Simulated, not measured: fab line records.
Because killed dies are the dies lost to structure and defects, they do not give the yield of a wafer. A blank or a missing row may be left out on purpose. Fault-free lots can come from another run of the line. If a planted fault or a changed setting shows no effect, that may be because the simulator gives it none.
8D (eight disciplines) problem report, filled in by code -- flow gf180mcu -- the parts of the form that need people (team, actions taken, sign-off) are left out

1. PROBLEM STATEMENT
PSD_TW at GF_PSD_TW_MEAS_11 reads a mean of 30 on 3 wafers of 1 lot; wafers without a fault read 3164 with a standard deviation of 26. That is -99 or more standard deviations from the usual mean.
The first sign was on wafer L745.2 at day 17 15:13, on film_metro-03. The record holds 39 wafers of 13 lots with a number at this step. Rule for "out" (also "out of limits"): further than 4 standard deviations from the usual mean. The other wafers with a number count as sound.

2. WHAT IT IS, AND WHAT IT ISN'T
question,is,is not
which readings at this step,PSD_TW,-
which lots,L745,"L739, L740, L741, L743, L744, L748, L750, L753, L754, L756, L757, L758"
which wafers of those lots,all that have a number,-
read on which gauges,film_metro-03,"film_metro-01, film_metro-04"
when,from day 17 15:13,"up to then (15 sound wafers); but 21 sound wafers of L748, L750, L753, L754, L756, L757, L758 came after"

3. WHAT RULES OUT EACH SUSPECT
Counting: a tool at any process step up to the reading remains a suspect when it ran all the lots that are out and ran no sound lot after the first of those.
- ruled out: the gauge at GF_PSD_TW_MEAS_11. All the wafers that are out were read on film_metro-03, but those of them that GF_NSD_STRIP_11 has rows for are out there too, on other tools.
- rtp_anneal-01 at GF_HV_LDD_RTA_52 (time 10 s): ruled out as a lasting fault. The sound lots L748, L750, L753, L754, L756 went through it after L745, its earliest lot that is out (day 15 14:55).
- plasma_asher-02 at GF_NSD_STRIP_11 (strips in O2/N2): ruled out as a lasting fault. The sound lots L754, L757, L758 went through it after L745, its earliest lot that is out (day 16 16:29).
- plasma_asher-02 at GF_PSD_STRIP_10 (strips in O2/N2): ruled out as a lasting fault. The sound lots L750, L757 went through it after L745, its earliest lot that is out (day 17 15:06).
Left after counting: nothing in the record.

4. THE CAUSE (what the simulator had put in)
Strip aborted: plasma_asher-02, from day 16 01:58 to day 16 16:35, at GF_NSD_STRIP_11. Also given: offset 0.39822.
Counting ruled it out, wrongly: the rule takes a fault to strike every lot that its tool runs from its start on, and this one did not.

5. THE CHAIN OF EFFECTS, in route order
Rows list readings where the struck wafers' mean (over those with a number) sits beyond 3 standard deviations from the usual. Only readings for which the record gives a usual standard deviation are gone through. hours: the time from each lot's start at the first step in this table that gives one to its start at this step, as a median over the lots. sigmas: the change in usual standard deviations.
hours,step,reading,usual,on struck wafers,change,sigmas
0,GF_NSD_STRIP_11,oes_product_au,0.487 a.u.,0.579,+0.092,+19
23,GF_PSD_STRIP_10,strip_time_to_endpoint_s,16.53 s,18.81,+2.28,+60
23,GF_PSD_TW_MEAS_11,PSD_TW,3164,30,-3134,-99 or more
Its process steps:
- GF_NSD_STRIP_11: strips in O2/N2.
- GF_PSD_STRIP_10: strips in O2/N2.
Readings that are blank on the struck wafers while sound wafers have them: strip_time_to_endpoint_s at GF_NSD_STRIP_11.

6. WHAT WOULD HAVE CAUGHT IT SOONER
Counted from the fault's start at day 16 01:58, it took 37 hours until the first out-of-limits reading at a measuring or inspecting step in this record, taken at day 17 15:13.
The tool's own readings at GF_NSD_STRIP_11 were out on every struck wafer that the step has a row for (oes_product_au): an alarm limit on them would have fired on the first of those.
